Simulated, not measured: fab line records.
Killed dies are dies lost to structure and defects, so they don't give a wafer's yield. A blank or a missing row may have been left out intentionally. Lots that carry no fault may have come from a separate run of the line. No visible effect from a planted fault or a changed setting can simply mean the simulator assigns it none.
Which tool was responsible?    flow sky130    route of 708 steps, sampled at 1 step: 6 lots, 18 wafers

== WHAT THE GAUGES SHOWED, per wafer ==
SKY_LI_CONTACT_BOW_MEAS_03.
lot   measured      on             LI_CONTACT_BOW (um)
L739  day 28 12:20  film_metro-04  50 57 61
L741  day 29 07:32  film_metro-04  54 48 49
L743  day 30 06:42  film_metro-03  55 66 59
L753  day 33 05:29  film_metro-04  49 50 38
L758  day 34 16:41  film_metro-01  54 39 44
L760  day 35 05:47  film_metro-04  46 49 61

== EACH LOT AND THE TOOL THAT RAN IT (in order: tool; ch and the chambers of the sampled wafers; start) ==
The record shows no process step preceding these readings.

== THE ANSWER, worked out from the rows above alone ==
Rule: the lots themselves supply what counts as usual. The widest of any qualifying gaps counts: lots, ordered by their means at a reading, are off when they make up no more than a third of the lots, leave a main group of 4 or more, and stand apart from it by 3 or more times the standard deviation of that group's means. Not used: any main group whose means are identical at the precision the tables above print for the reading. A lot without any number at a reading at which 4 lots or more have one is off too. Any other lot the step has rows for is counted as sound.
None of the lots is off at any reading shown; this tells nothing.

== WHAT WAS PUT IN BY THE SIMULATOR ==
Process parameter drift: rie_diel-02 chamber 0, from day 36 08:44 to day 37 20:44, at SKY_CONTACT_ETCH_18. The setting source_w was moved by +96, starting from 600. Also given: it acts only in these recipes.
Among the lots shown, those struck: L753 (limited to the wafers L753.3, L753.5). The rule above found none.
